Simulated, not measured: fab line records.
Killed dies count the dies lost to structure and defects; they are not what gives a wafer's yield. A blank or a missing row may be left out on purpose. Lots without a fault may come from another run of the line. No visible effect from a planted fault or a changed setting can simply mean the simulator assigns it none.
A lot that was struck, set against a sound lot | flow sfq_line | 42 steps out of a route of 325
Sound: these wafers, L933.2, L933.3, L933.4. Struck: wafers L940.5, L940.6. (L940.1 of the same lot was not struck and is left out.) The cause comes at the end.
Each step with rows lists, per side, the tool, then ch with its chambers, then its first start. Under that, the readings that differ: sound wafers | struck wafers | difference of the means | sigmas: that difference in standard deviations of wafers without a fault.
alike: same words and numbers on both sides, and readings whose means sit less than 2 such deviations apart. not compared: any withheld reading, any reading some wafer has no value for, any bound like >300 that may hide the same value, and any number with overlapping values for which the record gives no deviation.
Wherever a step has rows on one side only, a row that says differs or no value, or a row with sigmas, the two part there. Non-overlapping numbers with no deviation appear without sigmas and do not part them. A reading missing from all wafers of one side parts the sides only when that side holds two or more wafers.

SFQ_TRILAYER_I4_VIA_STRIP_STRIP_107: strips in O2.
  sound on rie_metal-04 ch 0, day 51 14:23; struck on rie_metal-04 ch 0,1, day 52 06:32
  alike: drypump_motor_current_A, oes_product_au
  not compared: rf_hours_counter_h
then, 3 steps without rows for these wafers: SFQ_TRILAYER_I4_VIA_STRIP_SOLV_CLEAN_108 (cleans in NMP, time 600 s); SFQ_TRILAYER_JJ_TRILAYER_DEP_PRE_CLEAN_113 (time 22.5 s); SFQ_TRILAYER_JJ_TRILAYER_DEP_SPUTTER_109 (material Nb, target thk 150 nm, time 100 s).
SFQ_TRILAYER_JJ_TRILAYER_DEP_SPUTTER_110: material Al, target thk 8 nm, time 10 s.
  sound on pvd_sputter-03 at day 51 15:40; struck on pvd_sputter-06 at day 52 07:25
  alike: throttle_valve_pct
then, 2 steps without rows for these wafers: SFQ_TRILAYER_JJ_TRILAYER_DEP_AL_OXIDATION_111 (oxidation time 600 s); SFQ_TRILAYER_JJ_TRILAYER_DEP_SPUTTER_112 (material Nb, target thk 170 nm, time 113.3 s).
SFQ_JJ_RS_MEAS_929: measures by four-point-probe.
  sound on film_metro-01 at day 51 16:47; struck on film_metro-04 at day 52 08:31
  reading           | sound             | struck      | difference | sigmas
  JJ_NB_RS (ohm/sq) | 1.105 1.096 1.090 | 1.053 1.030 | -0.055     | -3
then, 3 steps without rows for these wafers: SFQ_TRILAYER_JJ_CE_LITHO_COAT_119 (resist thk 62 nm); SFQ_TRILAYER_JJ_CE_LITHO_COAT_114 (resist thk 600 nm); SFQ_TRILAYER_JJ_CE_LITHO_SOFTBAKE_118.
SFQ_TRILAYER_JJ_CE_LITHO_EXPOSE_115: exposes mask J5, target cd 700 nm.
  sound on krf_scanner-02 ch 0, day 52 07:28; struck on krf_scanner-02 ch 0, day 52 18:04
  alike: mask
then, 2 steps without rows for these wafers: SFQ_TRILAYER_JJ_CE_LITHO_PEB_117 (peb time 60 s); SFQ_TRILAYER_JJ_CE_LITHO_DEVELOP_116 (time 60 s).
SFQ_JJ_OVL_MEAS_931:
  sound on overlay-01 at day 52 08:46; struck on overlay-01 at day 52 19:34
  alike: J5_OVL
SFQ_TRILAYER_JJ_CE_METRO_MEASURE_117:
  sound on cd_sem-02 at day 52 08:59; struck on cd_sem-01 at day 52 19:35
  reading    | sound             | struck      | difference | sigmas
  cd_nm (nm) | 699.3 699.6 699.8 | 696.3 697.1 | -2.9       | -2
SFQ_TRILAYER_JJ_CE_BARC_OPEN_RIE_150: chemistry O2, target BARC, target depth 240 nm, time 80 s.
  sound on rie_metal-01 ch 0,1, day 52 09:59; struck on rie_metal-01 ch 0,1, day 52 20:47
  reading             | sound             | struck      | difference | sigmas
  model.JJ.cd_nm (nm) | 699.9 699.9 699.9 | 697.2 697.2 | -2.7       |
  alike: drypump_motor_current_A, oes_product_au
  not compared: rf_hours_counter_h
SFQ_TRILAYER_JJ_CE_ETCH_RIE_118: chemistry SF6, target Nb, stops on Al2O3, time 97.7 s, target depth 170 nm.
  sound on rie_metal-01 ch 0,1, day 52 10:05; struck on rie_metal-01 ch 0,1, day 52 20:53
  reading               | sound             | struck      | difference | sigmas
  oes_product_au (a.u.) | 0.969 0.971 0.974 | 0.995 0.995 | +0.024     | +3
  model.JJ.cd_nm (nm)   | 700.2 699.4 699.3 | 697.6 697.6 | -2.0       |
  alike: drypump_motor_current_A
  not compared: rf_hours_counter_h
then, 1 step without rows for these wafers: SFQ_TRILAYER_JJ_ANODIZE_ANODIZE_119.
SFQ_TRILAYER_JJ_CE_STRIP_STRIP_120: strips in O2.
  sound on rie_metal-02 ch 0,1, day 52 10:41; struck on rie_metal-03 ch 0,1, day 52 21:29
  alike: drypump_motor_current_A, oes_product_au
  not compared: rf_hours_counter_h
then, 7 steps without rows for these wafers: SFQ_TRILAYER_JJ_CE_STRIP_SOLV_CLEAN_121 (cleans in NMP, time 600 s); SFQ_TRILAYER_M5_LITHO_COAT_128 (resist thk 62 nm); SFQ_TRILAYER_M5_LITHO_COAT_123 (resist thk 600 nm); SFQ_TRILAYER_M5_LITHO_SOFTBAKE_127; SFQ_TRILAYER_M5_LITHO_EXPOSE_124 (exposes mask M5, target cd 700 nm); SFQ_TRILAYER_M5_LITHO_PEB_126 (peb time 60 s); SFQ_TRILAYER_M5_LITHO_DEVELOP_125 (time 60 s).
-- the record jumps here: 5 days lie between the struck wafers' starts before and after --
SFQ_M5_OVL_MEAS_932:
  sound on overlay-02 at day 57 10:05; struck on overlay-02 at day 58 05:15
  alike: M5_OVL
then, 4 steps without rows for these wafers: SFQ_TRILAYER_M5_BARC_OPEN_METAL_ETCH_161 (etches BARC in O2, target depth 125 nm, time 41.7 s); SFQ_TRILAYER_M5_ETCH_METAL_ETCH_126 (etches Nb in Cl2/BCl3, stops on SiO2, time 203.2 s, target depth 265 nm); SFQ_TRILAYER_M5_STRIP_STRIP_127 (strips in O2); SFQ_TRILAYER_M5_STRIP_SOLV_CLEAN_128 (cleans in NMP, time 600 s).
SFQ_TRILAYER_A5B_DEP_PECVD_129: deposits SiO2 from SiH4/N2O, time 133.33 s, target thk 600 nm.
  sound on pecvd-01 ch 0,1, day 57 11:08; struck on pecvd-02 ch 0,1, day 58 06:19
  alike: heater_power_w, throttle_valve_pct
then, 5 steps without rows for these wafers: SFQ_TRILAYER_A5B_CMP_CMP_130 (polishes, stops on Nb, target thk 340.7 nm); SFQ_TRILAYER_A5B_METRO_MEASURE_131; SFQ_TRILAYER_R5_DEP_SPUTTER_132 (material Ti, target thk 5 nm, time 5 s); SFQ_TRILAYER_R5_DEP_SPUTTER_133 (material MoNx, target thk 40 nm, time 66.7 s); SFQ_TRILAYER_R5_DEP_SPUTTER_134 (material Ti, target thk 5 nm, time 5 s).
SFQ_R5_RS_MEAS_933: measures by four-point-probe.
  sound on film_metro-02 at day 57 17:57; struck on film_metro-03 at day 58 13:37
  alike: R5_MONX_RS
SFQ_R5_THK_MEAS_934: measures by xrf.
  sound on film_metro-02 at day 57 18:04; struck on film_metro-03 at day 58 13:44
  alike: R5_MONX_THK
then, 1 step without rows for these wafers: SFQ_TRILAYER_R5_LITHO_COAT_141 (resist thk 62 nm).
-- the record jumps here: 25 days lie between the struck wafers' starts before and after --
SFQ_M8_BOW_MEAS_951:
  sound on film_metro-02 at day 77 19:08; struck on film_metro-02 at day 83 15:02
  reading                | sound               | struck        | difference | sigmas
  model.etest.jj.g_times | 1.001 0.9991 0.9986 | 0.9939 0.9937 | -0.0058    |
  alike: M8_BOW

## WHERE THEY PART
Last at SFQ_TRILAYER_JJ_CE_ETCH_RIE_118 as far as this record goes, first at SFQ_JJ_RS_MEAS_929. Later steps at which nothing parts them and some readings are alike: SFQ_TRILAYER_JJ_CE_STRIP_STRIP_120, SFQ_M5_OVL_MEAS_932, SFQ_TRILAYER_A5B_DEP_PECVD_129, SFQ_R5_RS_MEAS_933, SFQ_R5_THK_MEAS_934, SFQ_M8_BOW_MEAS_951.

WHY: what the simulator had put in
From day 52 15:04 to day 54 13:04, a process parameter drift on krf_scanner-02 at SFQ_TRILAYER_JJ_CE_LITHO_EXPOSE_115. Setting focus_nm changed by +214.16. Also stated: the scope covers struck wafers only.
